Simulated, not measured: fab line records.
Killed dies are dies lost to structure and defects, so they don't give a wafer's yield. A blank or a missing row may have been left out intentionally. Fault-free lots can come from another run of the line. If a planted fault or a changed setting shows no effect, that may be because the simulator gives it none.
fab line records	flow sky130
[record] lots = 11	wafers = 33	lastDay = 50
route steps=708 shown FIELD_ISO@15 NWELL@67 VT_ADJUST_LVTN@106 PAD_OPEN@708
lots that met no fault: from a run of the same line without faults
startH: start of the lot's first displayed wafer, in hours after the record's first day	waitH: hours since the lot's step before	" the same as in the row above	L1.1+2: one row covering several wafers at once	- value missing, or start not given	* or withheld: withheld	< > ~ a bound
route shown NAME@n: a module of which the file shows steps, and the number in the route of the first	usual: mean and standard deviation over wafers with no fault	same: alike in all rows	chamber/n: place in a boat	sites: readings site by site	_std_site: their standard deviation	_edge_site: mean of outer sites minus mean of inner sites	radiusMm: for every site, how far away it sits from the centre of the wafer	mask NAME#n: copy n	behind: tool/chamber where the wafer was last shaped	hold: what put the lot on hold/how long, in hours/how the hold closed	device: the transistor (n, p or np) that didn't switch	end of line: the tests these same wafers got at the end of their route	a step with no rows: only its recipe	killed: not the wafer's yield, but the dies lost to structure and defects at the first sort	map: a wafer's dies, marking killed ones x, the rest . and places with no die _
set.NAME: setting as actually run; set.NAME@STEP: the setting as run at that earlier step	model.NAME: the simulator's own value behind a step, which no gauge read
steps of the route over a sample of lots; a table a step, a row a wafer
services: the hour from which a tool's chamber was out of use, counted from the record's first day as startH (under 0 if before that day), plus the number of hours and why
[[steps]]
[step SKY_FIELD_ISO_ETCH_14]
[recipe] chemistry = N2/H2	target = BARC	ionEnergyEv = 200	sourceW = 500	biasW = 100	pressureMtorr = 30	n2FlowSccm = 100	h2FlowSccm = 200	stopOn = SiO2	timeS = 45.9	targetDepthA = 600
[usual] drypumpMotorCurrentA = 5.9/0.35	n2FlowSccm = 100.0/0.31	oesProductAu = 0.855/0.0046	rfFwdPowerW = 494.8/2	throttleValvePct = 13.224/0.0091
lot.wafer	tool	chamber	startH	waitH	drypumpMotorCurrentA	n2FlowSccm	oesProductAu	rfFwdPowerW	rfHoursCounterH	throttleValvePct
L415.1	rieDiel-04	3	35.34	0.1	5.9	99.6	0.856	495.6	104	13.218
L415.2	"	0	"	"	6.5	100.5	0.860	491.3	169	13.219
L415.4	"	2	"	"	5.4	99.9	0.854	497.0	92	13.218
L416.1	rieDiel-02	3	39.84	0.1	6.2	100.0	0.856	493.4	2	13.217
L416.3	"	2	"	"	5.6	99.4	0.853	491.2	163	13.206
L416.6	"	2	"	"	5.6	99.8	0.860	491.0	-	13.227
L417.1	rieDiel-04	3	43.61	0.1	5.8	100.2	0.853	493.1	104	13.216
L417.5	"	1	"	"	5.9	99.4	0.861	496.2	-	13.226
L417.6	"	2	"	"	5.4	99.5	0.852	492.8	-	13.210
L420.1	rieDiel-01	3	60.44	0.1	5.4	100.2	0.856	493.0	99	13.223
L420.3	"	0	"	"	6.5	99.8	0.861	496.0	74	13.208
L420.4	"	1	"	"	5.7	100.0	0.851	495.3	54	13.212
L421.2	rieDiel-02	2	67.71	0.1	5.6	100.5	0.856	491.8	163	13.234
L421.4	"	1	"	"	6.2	100.1	0.859	496.1	4	13.232
L421.6	"	2	"	"	5.6	100.9	0.853	490.8	-	13.230
L429.1	rieDiel-02	2	111.26	0.1	5.6	100.3	0.857	490.5	0	13.212
L429.3	"	1	"	"	6.2	99.9	0.847	415.5	4	13.221
L429.5	"	0	"	"	5.6	100.3	0.859	494.7	-	13.231
L433.2	rieDiel-04	1	128.61	0.1	5.9	99.8	0.861	498.6	21	13.218
L433.5	"	3	"	"	5.8	99.6	0.851	494.7	-	13.221
L433.6	"	2	"	"	5.4	99.9	0.863	496.3	-	13.231
L434.1	rieDiel-01	2	131.86	0.1	6.3	99.9	0.850	494.6	106	13.220
L434.4	"	0	"	"	6.5	99.8	0.857	494.9	75	13.201
L434.6	"	2	"	"	6.2	99.3	0.857	495.4	-	13.215
L435.2	rieDiel-04	0	141.31	0.1	6.5	99.7	0.853	493.4	0	13.232
L435.3	"	1	"	"	6.0	99.6	0.855	496.7	21	13.228
L435.6	"	0	"	"	6.5	99.9	0.859	493.6	-	13.221
L436.2	rieDiel-01	0	143.51	0.1	6.5	99.6	0.860	497.1	75	13.217
L436.3	"	1	"	"	5.7	100.4	0.850	494.2	56	13.227
L436.6	"	1	"	"	5.7	99.9	0.859	495.4	-	13.222
L437.1	rieDiel-04	2	150.41	0.1	5.4	100.1	0.856	493.5	95	13.225
L437.4	"	0	"	"	6.4	99.2	0.854	488.9	0	13.215
L437.6	"	2	"	"	5.4	100.1	0.863	497.0	-	13.225
[step SKY_NWELL_STRIP_14]
[recipe] chemistry = O2/N2	powerW = 1400	pressureMtorr = 1500	platenTempC = withheld	o2FlowSccm = 3000	n2FlowSccm = 300	overashFraction = 0.5
[usual] drypumpMotorCurrentA = 5.5/0.47	n2FlowSccm = 300.1/0.94	o2FlowSccm = 2999/8.9	oesProductAu = 0.723/0.0047	stripTimeToEndpointS = 36.90/0.1
lot.wafer	tool	chamber	startH	waitH	drypumpMotorCurrentA	n2FlowSccm	o2FlowSccm	oesProductAu	rfHoursCounterH	stripTimeToEndpointS
L415.1	plasmaAsher-02	0	91.68	0.1	5.1	301.6	3009	0.716	42	36.87
L415.2	"	1	"	"	5.0	299.8	3015	0.715	42	36.81
L415.4	"	0	"	"	5.1	300.5	2993	0.727	-	36.87
L416.1	plasmaAsher-02	1	96.38	0.1	5.0	299.7	3010	0.712	43	36.88
L416.3	"	0	"	"	5.1	299.1	2989	0.728	-	37.02
L416.6	"	0	"	"	5.1	301.0	2995	0.730	-	36.94
L417.1	plasmaAsher-03	0	101.93	0.1	5.5	299.1	3000	0.722	29	36.97
L417.5	"	1	"	"	6.4	300.1	3003	0.729	-	36.98
L417.6	"	0	"	"	5.6	299.3	3007	0.719	-	36.97
L420.1	plasmaAsher-03	0	119.48	0.1	5.5	300.0	2996	0.717	31	36.86
L420.3	"	1	"	"	6.4	300.0	3003	0.725	-	36.85
L420.4	"	0	"	"	5.5	301.3	2996	0.720	-	36.88
L421.2	plasmaAsher-04	0	128.68	0.1	5.6	299.5	3017	0.719	1	36.93
L421.4	"	1	"	"	5.5	300.5	2993	0.720	-	36.93
L421.6	"	0	"	"	5.6	300.8	3008	0.713	-	36.98
L429.1	plasmaAsher-04	0	180.43	0.1	5.6	300.5	2986	0.720	6	36.87
L429.3	"	0	"	"	5.5	301.9	3001	0.728	-	37.07
L429.5	"	1	"	"	5.5	301.7	2994	0.721	-	37.06
L433.2	plasmaAsher-03	0	195.32	0.1	5.5	300.9	2994	0.727	37	36.82
L433.5	"	0	"	"	5.5	300.1	3000	0.721	-	36.82
L433.6	"	1	"	"	6.3	300.7	2991	0.732	-	36.85
L434.1	plasmaAsher-02	0	201.87	0.1	5.1	300.8	3002	0.718	54	36.92
L434.4	"	1	"	"	5.0	299.4	2995	0.726	-	36.96
L434.6	"	1	"	"	5.0	299.0	2991	0.724	-	37.00
L435.2	plasmaAsher-03	1	210.18	0.1	6.3	299.7	2997	0.725	38	36.83
L435.3	"	0	"	"	5.5	299.7	2998	0.726	-	36.85
L435.6	"	0	"	"	5.6	299.8	2995	0.718	-	36.90
L436.2	plasmaAsher-04	1	213.73	0.1	5.5	299.8	2992	0.723	10	36.94
L436.3	"	1	"	"	5.5	299.4	3005	0.727	-	36.94
L436.6	"	0	"	"	5.5	300.8	3010	0.720	-	36.73
L437.1	plasmaAsher-02	0	223.28	0.1	5.1	299.1	2995	0.727	56	36.78
L437.4	"	0	"	"	5.1	301.3	3010	0.725	-	36.76
L437.6	"	0	"	"	5.1	299.9	3004	0.731	-	36.74
[step SKY_NWELL_STRIP_25]
[recipe] chemistry = O2/N2	powerW = 1400	pressureMtorr = 1500	platenTempC = withheld	o2FlowSccm = 3000	n2FlowSccm = 300	overashFraction = 0.5
[usual] drypumpMotorCurrentA = 5.4/0.45	n2FlowSccm = 300.1/0.88	o2FlowSccm = 3001/7.3	oesProductAu = 0.722/0.0052	stripTimeToEndpointS = 36.84/0.11
lot.wafer	tool	chamber	startH	waitH	drypumpMotorCurrentA	n2FlowSccm	o2FlowSccm	oesProductAu	rfHoursCounterH	stripTimeToEndpointS
L415.1	plasmaAsher-03	1	109.68	0.1	6.4	300.2	2996	0.725	29	36.77
L415.2	"	0	"	"	5.5	299.8	3006	0.723	29	36.71
L415.4	"	0	"	"	5.5	299.1	3005	0.727	-	36.71
L416.1	plasmaAsher-03	0	114.58	0.1	5.5	299.5	2995	0.731	30	36.93
L416.3	"	1	"	"	6.4	301.6	2991	0.723	-	37.00
L416.6	"	0	"	"	5.5	300.9	2998	0.724	-	36.94
L417.1	plasmaAsher-03	0	120.13	0.1	5.6	300.2	2999	0.722	31	36.83
L417.5	"	1	"	"	6.4	300.0	2997	0.724	-	36.74
L417.6	"	0	"	"	5.5	299.8	2996	0.718	-	36.86
L420.1	plasmaAsher-03	1	137.78	0.1	6.4	300.3	2993	0.732	32	36.79
L420.3	"	1	"	"	6.4	301.9	2999	0.717	-	36.83
L420.4	"	0	"	"	5.5	301.6	2999	0.728	-	36.88
L421.2	plasmaAsher-02	0	147.13	0.1	5.1	299.6	2988	0.725	48	36.95
L421.4	"	1	"	"	5.0	299.6	3012	0.716	-	36.90
L421.6	"	0	"	"	5.1	300.7	2992	0.723	-	36.90
L429.1	plasmaAsher-04	0	201.92	0.1	5.5	300.3	3003	0.722	8	36.82
L429.3	"	1	"	"	5.5	298.3	2998	0.726	-	37.04
L429.5	"	0	"	"	5.5	299.7	2995	0.731	-	36.99
L433.2	plasmaAsher-04	0	217.28	0.1	5.6	300.3	3018	0.727	10	36.69
L433.5	"	0	"	"	5.6	300.3	3002	0.727	-	36.83
L433.6	"	1	"	"	5.5	300.1	3007	0.717	-	36.75
L434.1	plasmaAsher-02	0	223.73	0.1	5.1	299.6	2996	0.723	56	36.87
L434.4	"	0	"	"	5.1	301.2	3003	0.710	-	36.89
L434.6	"	0	"	"	5.1	302.0	3003	0.724	-	36.93
L435.2	plasmaAsher-02	0	232.28	0.1	5.1	300.1	2997	0.727	57	36.73
L435.3	"	1	"	"	5.0	301.2	3007	0.729	-	36.79
L435.6	"	0	"	"	5.1	300.2	3007	0.717	-	36.79
L436.2	plasmaAsher-02	0	236.08	0.1	5.1	299.8	2998	0.727	57	36.70
L436.3	"	1	"	"	5.0	299.7	3005	0.728	-	36.73
L436.6	"	1	"	"	5.0	299.8	2991	0.722	-	36.71
L437.1	plasmaAsher-04	1	246.23	0.1	5.5	299.7	2995	0.729	12	36.76
L437.4	"	1	"	"	5.5	300.0	2984	0.724	-	36.67
L437.6	"	1	"	"	5.5	300.5	2993	0.728	-	36.79
[step SKY_VT_ADJUST_LVTN_STRIP_09]
[recipe] chemistry = O2/N2	powerW = 1400	pressureMtorr = 1500	platenTempC = withheld	o2FlowSccm = 3000	n2FlowSccm = 300	overashFraction = 0.5
[usual] drypumpMotorCurrentA = 5.5/0.3	n2FlowSccm = 300.0/0.87	o2FlowSccm = 3001/9.4	oesProductAu = 0.723/0.0046	stripTimeToEndpointS = 36.88/0.12
lot.wafer	tool	chamber	startH	waitH	drypumpMotorCurrentA	n2FlowSccm	o2FlowSccm	oesProductAu	rfHoursCounterH	stripTimeToEndpointS
L415.1	plasmaAsher-01	0	147.48	0.1	5.9	301.0	3007	0.727	44	37.13
L415.2	"	1	"	"	5.4	299.6	2995	0.719	44	37.07
L415.4	"	1	"	"	5.4	300.6	2986	0.732	-	37.15
L416.1	plasmaAsher-04	1	152.53	0.1	5.5	301.2	2997	0.721	3	36.79
L416.3	"	1	"	"	5.5	302.2	2985	0.726	-	36.88
L416.6	"	0	"	"	5.5	299.3	3004	0.720	-	36.88
L417.1	plasmaAsher-01	0	158.83	0.1	5.9	300.4	3014	0.724	45	36.68
L417.5	"	0	"	"	5.9	300.5	3009	0.723	-	36.76
L417.6	"	1	"	"	5.3	300.2	2995	0.725	-	36.68
L420.1	plasmaAsher-04	0	178.21	0.1	5.6	302.1	3015	0.724	6	36.90
L420.3	"	1	"	"	5.5	298.8	2997	0.727	-	36.83
L420.4	"	0	"	"	5.6	300.9	3012	0.729	-	36.80
L421.2	plasmaAsher-02	1	187.26	0.1	5.0	300.2	2998	0.726	52	36.96
L421.4	"	1	"	"	5.0	299.8	2993	0.727	-	36.94
L421.6	"	0	"	"	5.1	300.5	2993	0.730	-	36.93
L429.1	plasmaAsher-04	1	247.22	0.1	5.5	300.8	3005	0.723	13	36.92
L429.3	"	1	"	"	5.5	301.9	3002	0.718	-	36.82
L429.5	"	0	"	"	5.5	300.3	3000	0.724	-	36.76
L433.2	plasmaAsher-01	0	264.46	0.1	5.9	299.6	3004	0.723	56	36.86
L433.5	"	1	"	"	5.4	300.3	3002	0.722	-	36.86
L433.6	"	0	"	"	5.9	300.3	2980	0.724	-	36.87
L434.1	plasmaAsher-02	1	270.88	0.1	5.0	299.5	3002	0.721	61	36.68
L434.4	"	0	"	"	5.1	301.6	3004	0.723	-	36.80
L434.6	"	0	"	"	5.1	300.4	2993	0.730	-	36.80
L435.2	plasmaAsher-02	0	280.52	0.1	5.1	301.3	3003	0.724	62	37.07
L435.3	"	1	"	"	5.0	299.4	3012	0.719	-	37.11
L435.6	"	1	"	"	5.0	299.8	3013	0.727	-	37.15
L436.2	plasmaAsher-02	0	285.28	0.1	5.1	299.9	3000	0.723	62	36.70
L436.3	"	1	"	"	5.0	299.0	3007	0.718	-	36.76
L436.6	"	1	"	"	5.0	299.4	2998	0.724	-	36.73
L437.1	plasmaAsher-04	1	295.58	0.1	5.5	300.6	2997	0.716	18	36.83
L437.4	"	0	"	"	5.6	300.0	3005	0.725	-	36.77
L437.6	"	1	"	"	5.5	299.5	3015	0.722	-	36.86
[step SKY_PAD_OPEN_PROBE_99]
[usual] killed_at_M0_to_M3 = 44/7.8	killed_at_M4_up = 3.1/1.7	killedAtContacts = 25/5.1	killedAtFrontEnd = 15/4.4	killedAtOther = 0.5/0.68	killedDies = 88/9.9	killedOpen = 48/6.9	killedShort = 39/6.5
[same] grossDies = 492	killedAtBackSide = 0
lot.wafer	tool	chamber	startH	waitH	killed_at_M0_to_M3	killed_at_M4_up	killedAtContacts	killedAtFrontEnd	killedAtOther	killedDies	killedOpen	killedShort
L434.1	prober-01	-	1181.80	0.1	46	1	32	14	3	96	54	39
L434.4	prober-01	-	1181.95	0.2	49	2	23	19	1	94	49	43
L434.6	prober-01	-	1182.05	0.2	46	4	27	16	0	93	55	35
L433.2	prober-02	-	1181.85	0.1	60	3	23	22	0	108	52	55
L433.5	prober-02	-	1182.00	0.2	40	2	28	9	3	82	44	36
L433.6	prober-02	-	1182.05	0.2	47	4	22	12	1	86	44	41
L435.2	prober-02	-	1189.36	0.1	46	2	20	15	0	83	47	36
L435.3	prober-02	-	1189.41	0.2	49	0	33	16	0	98	54	44
L435.6	prober-02	-	1189.56	0.2	45	2	24	23	0	94	52	42
// killed by level:class
L434.1 CONTACT:geometricParticle:open=12 VIA1:geometricParticle:open=11 VIA2:geometricParticle:open=8 VIA3:geometricParticle:open=7 LI_CONTACT:geometricParticle:open=6 METAL1:geometricParticle:short=6 LI_CONTACT:geometricParticle:short=5 CONTACT:geometricParticle:short=5
L433.2 VIA1:geometricParticle:open=16 METAL1:geometricParticle:short=11 VIA1:geometricParticle:short=11 CONTACT:geometricParticle:open=9 POLY_GATE:geometricParticle:open=8 POLY_GATE:geometricParticle:short=8 LI_CONTACT:geometricParticle:open=6 VIA3:geometricParticle:open=5
L434.4 VIA1:geometricParticle:open=17 VIA2:geometricParticle:open=9 METAL2:geometricParticle:short=7 LOCAL_INTERCONNECT:geometricParticle:short=7 CONTACT:geometricParticle:open=6 VIA3:geometricParticle:short=6 LI_CONTACT:geometricParticle:open=5 VIA3:geometricParticle:open=5
L433.5 VIA1:geometricParticle:open=10 LOCAL_INTERCONNECT:geometricParticle:short=7 CONTACT:geometricParticle:open=7 VIA3:geometricParticle:open=7 LI_CONTACT:geometricParticle:open=6 METAL2:geometricParticle:short=5 METAL1:geometricParticle:short=4 FIELD_ISO:geometricParticle:open=3
L433.6 CONTACT:geometricParticle:open=10 VIA3:geometricParticle:open=8 VIA1:geometricParticle:open=7 METAL1:geometricParticle:short=6 METAL2:geometricParticle:short=6 LI_CONTACT:geometricParticle:open=5 VIA3:geometricParticle:short=5 VIA2:geometricParticle:open=4
L434.6 VIA3:geometricParticle:open=12 CONTACT:geometricParticle:open=9 VIA1:geometricParticle:open=8 VIA2:geometricParticle:open=7 POLY_GATE:geometricParticle:open=5 LI_CONTACT:geometricParticle:open=5 CONTACT:geometricParticle:short=5 VIA3:geometricParticle:short=5
L435.2 VIA1:geometricParticle:open=14 VIA3:geometricParticle:open=9 VIA1:geometricParticle:short=8 LI_CONTACT:geometricParticle:open=6 POLY_GATE:geometricParticle:open=5 METAL2:geometricParticle:short=5 FIELD_ISO:geometricParticle:short=4 CONTACT:geometricParticle:open=4
L435.3 VIA1:geometricParticle:open=15 CONTACT:geometricParticle:open=11 LI_CONTACT:geometricParticle:open=9 VIA1:geometricParticle:short=8 METAL1:geometricParticle:short=8 CONTACT:geometricParticle:short=7 FIELD_ISO:geometricParticle:open=6 VIA2:geometricParticle:open=6
L435.6 VIA1:geometricParticle:open=16 CONTACT:geometricParticle:open=12 FIELD_ISO:geometricParticle:short=8 VIA1:geometricParticle:short=7 VIA3:geometricParticle:open=7 CONTACT:geometricParticle:short=6 FIELD_ISO:geometricParticle:open=5 METAL1:geometricParticle:short=5
[[services]]
tool	chamber	startH	hours	kind
rieDiel-04	2	13.82	6.2	repair
plasmaAsher-01	-	15.35	3.7	repair
rieDiel-04	3	26.60	3.2	repair
rieDiel-01	3	27.23	14.1	repair
plasmaAsher-02	-	32.98	3.0	repair
rieDiel-02	1	35.90	11.8	repair
plasmaAsher-01	-	40.97	1.3	repair
rieDiel-04	0	63.55	25.3	repair
plasmaAsher-03	-	98.55	0.9	repair
rieDiel-04	0	100.85	8.2	repair
plasmaAsher-04	-	108.75	9.0	pm
rieDiel-02	1	117.67	5.0	repair
plasmaAsher-01	-	139.17	2.2	repair
rieDiel-02	-	166.44	14.6	pm
plasmaAsher-04	-	166.90	2.8	pm
plasmaAsher-03	-	176.04	9.6	pm
rieDiel-02	1	191.90	7.7	repair
rieDiel-02	2	198.97	3.7	repair
rieDiel-01	2	228.28	4.9	repair
plasmaAsher-03	-	249.57	1.1	repair
rieDiel-01	1	253.17	7.1	repair
rieDiel-04	3	254.43	1.2	repair
plasmaAsher-03	-	256.39	6.4	repair
plasmaAsher-03	-	285.83	14.6	pm
[[key]]
[firstSign] step = SKY_FIELD_ISO_ETCH_14	reading = rfFwdPowerW	direction = down	sigmas = 39	usual = 494.8	struck = 415.5
effect none on later readings
metAt SKY_FIELD_ISO_ETCH_14
struckLots L429
struckWafers L429.3
testerLeftOut L429
notActingAt SKY_NWELL_STRIP_14,SKY_NWELL_STRIP_25,SKY_VT_ADJUST_LVTN_STRIP_09
onsetBetween 67.71 111.26
[fault] kind = processParameterDrift	tool = rieDiel-02	chamber = 1	onsetH = 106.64	steps = SKY_FIELD_ISO_ETCH_14	channel = sourceW	offset = -80	shape = step	endH = 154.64	actsIn = theseRecipesOnly	stated = 500
// testerLeftOut: of these lots the tester's yield and bins aren't shown, on N5 and GAA mostly nor the transistor test; their killed dies are dies lost to structure and defects alone, not to doping, threshold or leakage, so they don't give the yield
